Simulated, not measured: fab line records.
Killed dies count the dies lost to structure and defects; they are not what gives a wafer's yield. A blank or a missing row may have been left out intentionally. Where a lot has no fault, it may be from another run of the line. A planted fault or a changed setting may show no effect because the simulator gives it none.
Chamber matching | flow sky130 | 4 sister chambers for SKY_LI_CONTACT_CMP_24 on cmp-01
The step polishes, stops on PSG, t overpolish 20 s, target thk 0 nm. 8 wafers are shown with their chamber, then 9 later ones without.

WAFERS PAIRED WITH THEIR CHAMBERS
wafer  | chamber | motorCurrentA (A) | slurryFilterDpKPa (kPa)
L483.1 | 2       | 9.8               | 13.54
L483.4 | 0       | 13.4              | 13.49
L490.3 | 3       | 9.2               | 13.52
L490.4 | 0       | 12.9              | 13.36
L490.6 | 1       | 10.2              | 13.57
L489.1 | 2       | 9.8               | 13.51
L489.2 | 1       | 10.4              | 13.60
L489.5 | 3       | 10.0              | 13.61

WAFERS WITHOUT THEIR CHAMBER
wafer  | motorCurrentA (A) | slurryFilterDpKPa (kPa)
L492.2 | 9.5               | 13.39
L492.4 | 9.4               | 13.30
L492.6 | 10.4              | 13.44
L493.3 | 9.9               | 13.72
L493.4 | 9.0               | 13.43
L493.6 | 10.4              | 13.54
L494.3 | 9.9               | 13.47
L495.2 | 9.4               | 13.51
L495.3 | 9.6               | 13.53

WHICH CHAMBER EACH ONE RAN IN
wafer  | from the rows above          | in truth
L492.2 | can't be placed: 2 or 3 or 1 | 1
L492.4 | can't be placed: 2 or 3 or 1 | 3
L492.6 | can't be placed: 2 or 1 or 3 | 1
L493.3 | can't be placed: 1 or 3 or 2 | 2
L493.4 | can't be placed: 2 or 3 or 1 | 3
L493.6 | can't be placed: 1 or 2 or 3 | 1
L494.3 | can't be placed: 2 or 3 or 1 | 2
L495.2 | can't be placed: 3 or 2 or 1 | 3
L495.3 | can't be placed: 2 or 3 or 1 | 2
Correctly placed: 0 of 9. From these rows, 9 cannot be placed; in 9 the true chamber is one of the candidates. Placed wrongly: 0.
How it was worked out, from the rows above alone: a wafer's distance from a chamber is the root of the sum, over the readings, of the square of ((its reading less the chamber's mean) divided by the reading's scatter). If the next closest chamber is less than 2 further off than the closest, the wafer can't be placed; otherwise it belongs to the closest. Each chamber's mean is taken over the wafers shown for it. The scatter: take each reading less its chamber's mean, square it, sum over the shown wafers, divide by the number of wafers less the number of chambers, and take the root.
